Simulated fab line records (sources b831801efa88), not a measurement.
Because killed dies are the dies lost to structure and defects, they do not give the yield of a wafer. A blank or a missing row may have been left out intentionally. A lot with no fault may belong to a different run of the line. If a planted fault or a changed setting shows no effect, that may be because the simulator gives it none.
Lot-split experiment | flow sky130 | route with 708 steps; 5 lots, 23 wafers read

== ABOUT THE SPLIT ==
At SKY_SD_N_SOFTBAKE_03 (time 60 s), the setting temp c was moved away from the recipe's 90 C on 9 of the 23 wafers read, by -1.7% to +3.9%. For the rest of the wafers, this setting stayed at what the recipe calls for.

== FROM THE SPLIT TO THE READING: what the file shows between them, 2 steps ==
- SKY_SD_N_EXPOSE_04: exposes mask NSDM, target cd 380 nm
- SKY_SD_N_PEB_05

== THE READING ==
NOVOLAK_of_SD_N_COAT_02.thk nm (the simulator's own value, which no gauge read), in nm, at SKY_SD_N_DEVELOP_06 (develop time 60 s). There is no usual value for it anywhere in the file. Average 1140 nm, standard deviation 2.2 nm, over the 14 wafers here run with the recipe.

wafer  | tool, chamber at the split | temp c as run, C | against the recipe | NOVOLAK_of_SD_N_COAT_02.thk nm, nm | against lot-mates on the recipe
L077.2 | litho track-03, 0          | 90               | recipe             | 1137                               | -
L077.3 | litho track-03, 0          | 90               | recipe             | 1139                               | -
L077.5 | litho track-03, 0          | 90               | recipe             | 1140                               | -
L080.1 | litho track-02, 0          | 90               | recipe             | 1140                               | -
L080.5 | litho track-02, 0          | 90               | recipe             | 1140                               | -
L080.2 | litho track-02, 0          | 90               | recipe             | 1144                               | -
L080.3 | litho track-02, 0          | 90               | recipe             | 1142                               | -
L080.6 | litho track-02, 0          | 90               | recipe             | 1139                               | -
L081.1 | litho track-03, 0          | 93.55            | +3.9%              | 1128                               | -14
L081.5 | litho track-03, 0          | 93.55            | +3.9%              | 1128                               | -14
L081.2 | litho track-03, 0          | 90               | recipe             | 1142                               | -
L081.3 | litho track-03, 0          | 93.55            | +3.9%              | 1129                               | -12
L081.4 | litho track-03, 0          | 90               | recipe             | 1141                               | -
L082.2 | litho track-03, 0          | 90               | recipe             | 1145                               | -
L082.3 | litho track-03, 0          | 88.48            | -1.7%              | 1147                               | +5
L082.4 | litho track-03, 0          | 90               | recipe             | 1139                               | -
L082.5 | litho track-03, 0          | 88.48            | -1.7%              | 1148                               | +6
L082.6 | litho track-03, 0          | 88.48            | -1.7%              | 1145                               | +3
L084.1 | litho track-02, 0          | 90               | recipe             | 1137                               | -
L084.2 | litho track-02, 0          | 91.13            | +1.3%              | 1132                               | -6
L084.4 | litho track-02, 0          | 91.13            | +1.3%              | 1138                               | +0
L084.5 | litho track-02, 0          | 91.13            | +1.3%              | 1135                               | -3
L084.6 | litho track-02, 0          | 90               | recipe             | 1139                               | -

FIT RESULTS
A straight line over all 23 wafers: NOVOLAK_of_SD_N_COAT_02.thk nm changes by -3.24 nm for each +1% of temp c; r = -0.92; the points scatter about the line by 2.2 nm.
The same after taking each lot's own level away (the mean of its wafers on the recipe; 23 wafers): -3.17 nm for each +1%; r = -0.94; scatter 1.8 nm.
The reading moves by 13 nm for the largest change in temp c, on that fit.
Across the lots, their own levels run from 1138.0 to 1142.0 nm, a range of 1.8 times the standard deviation given above.
So the lot-to-lot level changes the slope little: the two slopes agree.
Check: -12.2 nm against its lot-mates is what the line predicts for one of the wafers moved furthest among these (+3.9%) when that wafer is left out of the fit. Against them it came out at -13.5 nm.

== THESE WAFERS: OTHER SPLITS ==
These wafers also went through other splits before the reading. Each is held against what the fit with the lots' levels taken away leaves over:
other split on the same wafers      | wafers away from the commonest value | r with NOVOLAK_of_SD_N_COAT_02.thk nm (lot level and that fit taken away)
SKY_LDD_LDN_COAT_02 spin rpm        | 8                                    | -0.34
SKY_LDD_LDN_IMPLANT_09 dose cm2     | 8                                    | -0.24
SKY_SPACER_CVD_00 pressure mtorr    | 18                                   | +0.12
SKY_SD_P_IMPLANT_09 energy kev      | 7                                    | +0.23
SKY_RES_XHIGH_IMPLANT_07 energy kev | 4                                    | +0.10

== FILE'S OWN FIT ==
NOVOLAK_of_SD_N_COAT_02.thk nm changes by -3.11 nm for each +1% of temp c, r = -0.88.
